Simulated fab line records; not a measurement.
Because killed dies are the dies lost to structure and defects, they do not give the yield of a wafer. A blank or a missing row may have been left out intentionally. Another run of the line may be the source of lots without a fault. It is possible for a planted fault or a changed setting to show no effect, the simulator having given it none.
Problem report, 8D (eight disciplines) form, completed by code    flow sky130    the parts of the form that need people (team, actions taken, sign-off) are left out

## 1. PROBLEM STATEMENT
Wafers with no fault read 43 with a standard deviation of 7.1, whereas killed_at_M0_to_M3 at SKY_PAD_OPEN_PROBE_99 reads a mean of 107 on 1 wafer of 1 lot. Relative to the usual mean, that is a shift of +9.0 standard deviations.
Earliest sighting: wafer L618.3 on prober-01 at day 49 10:23. The record has a number at this step for 15 wafers belonging to 5 lots. The rule behind "out" and "out of limits": a value lying over 4 standard deviations away from the usual mean. All remaining wafers that have a number are taken as sound.

## 2. WHAT IT IS; WHAT IT IS NOT
question                     is                                                                                                                      is not
which readings at this step  killed_at_M0_to_M3, defectLimitedYield, killedDies, sort_bin_3_pad_short, sort_bin_5_function, sortNPass, sortYieldPct  killed_at_M4_up, killedAtContacts, killedAtFrontEnd, killedAtOther, killedShort
which lots                   L618                                                                                                                    L611, L615, L617, L625
which wafers of those lots   L618.3                                                                                                                  L618.1, L618.4
read on which tools          prober-01                                                                                                               prober-02
when                         from day 49 10:23                                                                                                       up to then (10 sound wafers); but 4 sound wafers of L618, L625 came after

## 3. WHAT RULES OUT EACH SUSPECT
Counting: any tool at a process step up to the reading remains a suspect provided it ran every lot that is out. Sound lots after the first of them don't rule it out here, since some wafers of a struck lot are sound.
- plasmaAsher-01 at SKY_CONTACT_STRIP_19 (strips in O2/N2): kept. It ran the lot that is out, L618 (day 36 10:34).
- cvdW-01 at SKY_CONTACT_CVD_24 (deposits W, target thk 340 nm, time 102.12 s): kept. The lot that is out, L618, ran on it at day 36 11:15; the last sound lot it ran before that was L617, at day 36 02:07.
- pvdSputter-04 at SKY_METAL1_SPUTTER_00 (material Ti, target thk 15 nm, time 10 s): kept. The lot that is out, L618, ran on it at day 36 11:50; the last sound lot it ran before that was L611, at day 34 04:14.
- pvdSputter-04 at SKY_METAL1_SPUTTER_02 (material AlCu, target thk 250 nm, time 13.3 s): kept. The lot that is out, L618, ran on it at day 36 11:53; the last sound lot it ran before that was L611, at day 34 04:17.
- rieMetal-02 at SKY_METAL1_ETCH_18 (etches BARC in N2/H2, stops on SiO2, time 45.9 s, target depth 60 nm): kept. The lot that is out, L618, ran on it at day 37 14:22; the last sound lot it ran before that was L615, at day 36 06:26.
- rieMetal-02 at SKY_METAL1_METAL_ETCH_19 (etches the open film in Cl2/BCl3, stops on SiO2, target depth 360 nm, time 78 s): kept. The lot that is out, L618, ran on it at day 37 14:26; the last sound lot it ran before that was L615, at day 36 06:33.
- prober-01 at SKY_PAD_OPEN_PROBE_99: kept. The lot that is out, L618, ran on it at day 49 10:17; the last sound lot it ran before that was L617, at day 49 05:12. Its own defectLimitedYield, killed_at_M0_to_M3, killedDies, sort_bin_3_pad_short, sort_bin_5_function, sortNPass, sortYieldPct readings are out on those wafers.
- Within plasmaAsher-01 at SKY_CONTACT_STRIP_19: the wafers that are out ran in chamber 1; their sound lot-mates ran in chamber 0.
- Within rieMetal-02 at SKY_METAL1_ETCH_18: the wafers that are out ran in chamber 1; their sound lot-mates ran in chamber 0.
- Within rieMetal-02 at SKY_METAL1_METAL_ETCH_19: the wafers that are out ran in chamber 1; their sound lot-mates ran in chamber 0.
Left after counting: plasmaAsher-01 at SKY_CONTACT_STRIP_19, cvdW-01 at SKY_CONTACT_CVD_24, pvdSputter-04 at SKY_METAL1_SPUTTER_00, pvdSputter-04 at SKY_METAL1_SPUTTER_02, rieMetal-02 at SKY_METAL1_ETCH_18, rieMetal-02 at SKY_METAL1_METAL_ETCH_19, prober-01 at SKY_PAD_OPEN_PROBE_99.

## 4. THE CAUSE (what the simulator had put in)
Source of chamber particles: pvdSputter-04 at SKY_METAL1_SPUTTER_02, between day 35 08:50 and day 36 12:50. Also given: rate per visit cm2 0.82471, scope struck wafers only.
7 suspects survive the count, and this tool is in that group.

## 5. THE EFFECT CHAIN, in route order
Each row: a reading whose mean over the struck wafers that have a number lies more than 3 standard deviations from the usual. Only readings for which the record gives a usual standard deviation are gone through. hours: the time from each lot's start at the first step in this table that gives one to its start at this step, as a median over the lots. sigmas: the change in usual standard deviations.
hours  step                   reading               usual   on struck wafers  change  sigmas
0      SKY_PAD_OPEN_PROBE_99  defectLimitedYield    82.6 %  67.5              -15.1   -7.9
0      SKY_PAD_OPEN_PROBE_99  killed_at_M0_to_M3    43      107               +64     +9.0
0      SKY_PAD_OPEN_PROBE_99  killedDies            86      160               +74     +7.9
0      SKY_PAD_OPEN_PROBE_99  killedOpen            46      67                +21     +3.0
0      SKY_PAD_OPEN_PROBE_99  sort_bin_3_pad_short  0.9 %   3.5               +2.6    +5.8
0      SKY_PAD_OPEN_PROBE_99  sort_bin_5_function   10.3 %  19.7              +9.4    +6.3
0      SKY_PAD_OPEN_PROBE_99  sortNPass             406     332               -74     -7.9
0      SKY_PAD_OPEN_PROBE_99  sortYieldPct          82.6 %  67.5              -15.1   -7.9
The process steps in it:
- SKY_PAD_OPEN_PROBE_99

## 6. WHAT WOULD HAVE CAUGHT IT SOONER
The fault began at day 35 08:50; the first out-of-limits reading in this record came at day 49 10:23, 338 hours later.
An alarm limit of 4 standard deviations would not have fired on the tool readings at SKY_METAL1_SPUTTER_02 for which the record gives a usual standard deviation, since none of them was out on any struck wafer.
All the lots that are out (1) had begun SKY_METAL1_SPUTTER_02 on pvdSputter-04 by day 49 10:23. Tool hold at that time: it would have spared none of them.
